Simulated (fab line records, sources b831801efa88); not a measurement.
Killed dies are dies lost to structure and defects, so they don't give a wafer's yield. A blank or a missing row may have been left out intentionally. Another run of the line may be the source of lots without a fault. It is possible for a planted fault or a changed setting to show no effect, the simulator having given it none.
Split-lot study / flow sky130 / route with 708 steps; 5 lots, 23 wafers read

THE SPLIT ITSELF
At SKY_PASSIVATION_DEVELOP_10 (develop time 60 s), the setting develop_time_s was moved away from the recipe's 60 s on 9 of the 23 wafers read, by -9.8% to +14.7%. For the rest of the wafers, this setting stayed at what the recipe calls for.

No step appears in the file between the split and the reading.

THE READING
PASSIVATION.cd_nm (the simulator's own value, which no gauge read), in nm, at SKY_PASSIVATION_ETCH_11 (etches the open film in CF4/O2, stops on AlCu, target depth 725 nm, time 161.1 s). The file gives no usual value for it. Average 2993 nm, standard deviation 8.8 nm, over the 14 wafers here run with the recipe.

wafer=L077.1; tool, chamber at the split=litho_track-01, 0; develop_time_s as run, s=60; against the recipe=recipe; PASSIVATION.cd_nm, nm=2997; against lot-mates on the recipe=-
wafer=L077.2; tool, chamber at the split=litho_track-01, 0; develop_time_s as run, s=60; against the recipe=recipe; PASSIVATION.cd_nm, nm=2998; against lot-mates on the recipe=-
wafer=L077.3; tool, chamber at the split=litho_track-01, 0; develop_time_s as run, s=54.15; against the recipe=-9.8%; PASSIVATION.cd_nm, nm=2986; against lot-mates on the recipe=-12
wafer=L077.4; tool, chamber at the split=litho_track-01, 0; develop_time_s as run, s=54.15; against the recipe=-9.8%; PASSIVATION.cd_nm, nm=2982; against lot-mates on the recipe=-16
wafer=L077.6; tool, chamber at the split=litho_track-01, 0; develop_time_s as run, s=54.15; against the recipe=-9.8%; PASSIVATION.cd_nm, nm=2989; against lot-mates on the recipe=-8
wafer=L078.2; tool, chamber at the split=litho_track-03, 0; develop_time_s as run, s=54.99; against the recipe=-8.4%; PASSIVATION.cd_nm, nm=2983; against lot-mates on the recipe=-18
wafer=L078.3; tool, chamber at the split=litho_track-03, 0; develop_time_s as run, s=60; against the recipe=recipe; PASSIVATION.cd_nm, nm=2998; against lot-mates on the recipe=-
wafer=L078.4; tool, chamber at the split=litho_track-03, 0; develop_time_s as run, s=54.99; against the recipe=-8.4%; PASSIVATION.cd_nm, nm=2984; against lot-mates on the recipe=-16
wafer=L078.5; tool, chamber at the split=litho_track-03, 0; develop_time_s as run, s=60; against the recipe=recipe; PASSIVATION.cd_nm, nm=3003; against lot-mates on the recipe=-
wafer=L078.6; tool, chamber at the split=litho_track-03, 0; develop_time_s as run, s=54.99; against the recipe=-8.4%; PASSIVATION.cd_nm, nm=2979; against lot-mates on the recipe=-22
wafer=L080.2; tool, chamber at the split=litho_track-01, 0; develop_time_s as run, s=60; against the recipe=recipe; PASSIVATION.cd_nm, nm=2984; against lot-mates on the recipe=-
wafer=L080.4; tool, chamber at the split=litho_track-01, 0; develop_time_s as run, s=60; against the recipe=recipe; PASSIVATION.cd_nm, nm=2982; against lot-mates on the recipe=-
wafer=L080.5; tool, chamber at the split=litho_track-01, 0; develop_time_s as run, s=60; against the recipe=recipe; PASSIVATION.cd_nm, nm=2979; against lot-mates on the recipe=-
wafer=L083.1; tool, chamber at the split=litho_track-01, 0; develop_time_s as run, s=60; against the recipe=recipe; PASSIVATION.cd_nm, nm=2998; against lot-mates on the recipe=-
wafer=L083.2; tool, chamber at the split=litho_track-01, 0; develop_time_s as run, s=60; against the recipe=recipe; PASSIVATION.cd_nm, nm=2999; against lot-mates on the recipe=-
wafer=L083.3; tool, chamber at the split=litho_track-01, 0; develop_time_s as run, s=60; against the recipe=recipe; PASSIVATION.cd_nm, nm=2994; against lot-mates on the recipe=-
wafer=L083.4; tool, chamber at the split=litho_track-01, 0; develop_time_s as run, s=60; against the recipe=recipe; PASSIVATION.cd_nm, nm=3002; against lot-mates on the recipe=-
wafer=L083.5; tool, chamber at the split=litho_track-01, 0; develop_time_s as run, s=60; against the recipe=recipe; PASSIVATION.cd_nm, nm=3003; against lot-mates on the recipe=-
wafer=L084.1; tool, chamber at the split=litho_track-03, 0; develop_time_s as run, s=68.81; against the recipe=+14.7%; PASSIVATION.cd_nm, nm=3010; against lot-mates on the recipe=+28
wafer=L084.2; tool, chamber at the split=litho_track-03, 0; develop_time_s as run, s=68.81; against the recipe=+14.7%; PASSIVATION.cd_nm, nm=3004; against lot-mates on the recipe=+22
wafer=L084.3; tool, chamber at the split=litho_track-03, 0; develop_time_s as run, s=68.81; against the recipe=+14.7%; PASSIVATION.cd_nm, nm=2999; against lot-mates on the recipe=+18
wafer=L084.4; tool, chamber at the split=litho_track-03, 0; develop_time_s as run, s=60; against the recipe=recipe; PASSIVATION.cd_nm, nm=2980; against lot-mates on the recipe=-
wafer=L084.6; tool, chamber at the split=litho_track-03, 0; develop_time_s as run, s=60; against the recipe=recipe; PASSIVATION.cd_nm, nm=2983; against lot-mates on the recipe=-

FIT RESULTS
A straight line over all 23 wafers: PASSIVATION.cd_nm changes by +0.861 nm for each +1% of develop_time_s; r = +0.64; the points scatter about the line by 7.6 nm.
The same after taking each lot's own level away (the mean of its wafers on the recipe; 23 wafers): +1.59 nm for each +1%; r = +0.95; scatter 3.8 nm.
The reading moves by 23 nm for the largest change in develop_time_s, on that fit.
The lots' own levels span 2981.5 to 3000.5 nm, that is 2.2 times the standard deviation above.
So the lot-to-lot level blurs the effect unless lot-mates are compared.
Check: +21.3 nm against its lot-mates is what the line predicts for one of the wafers moved furthest among these (+14.7%) when that wafer is left out of the fit. It came out at +28.5 nm against them.

FURTHER SPLITS ON THESE WAFERS
Note: prior to the reading, these wafers also went through further splits. Each is held against what the fit with the lots' levels taken away leaves over:
other split on the same wafers=SKY_METAL2_SPUTTER_01 time_s; wafers away from the commonest value=11; r with PASSIVATION.cd_nm (lot level and that fit taken away)=-0.03
other split on the same wafers=SKY_VIA2_DEVELOP_11 dev_temp_c; wafers away from the commonest value=10; r with PASSIVATION.cd_nm (lot level and that fit taken away)=-0.25
other split on the same wafers=SKY_VIA2_SPUTTER_20 chamber_pressure_pa; wafers away from the commonest value=15; r with PASSIVATION.cd_nm (lot level and that fit taken away)=+0.24
other split on the same wafers=SKY_METAL3_SPUTTER_03 time_s; wafers away from the commonest value=8; r with PASSIVATION.cd_nm (lot level and that fit taken away)=-0.11
other split on the same wafers=SKY_METAL3_COAT_08 spin_rpm; wafers away from the commonest value=7; r with PASSIVATION.cd_nm (lot level and that fit taken away)=-0.23
other split on the same wafers=SKY_METAL3_METAL_ETCH_18 time_s; wafers away from the commonest value=7; r with PASSIVATION.cd_nm (lot level and that fit taken away)=+0.14
other split on the same wafers=SKY_CAP2M_COAT_07 spin_rpm; wafers away from the commonest value=6; r with PASSIVATION.cd_nm (lot level and that fit taken away)=-0.04
other split on the same wafers=SKY_VIA4_CVD_18 temp_c; wafers away from the commonest value=7; r with PASSIVATION.cd_nm (lot level and that fit taken away)=+0.04

FILE'S OWN FIT
PASSIVATION.cd_nm changes by +1.59 nm for each +1% of develop_time_s, r = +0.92.
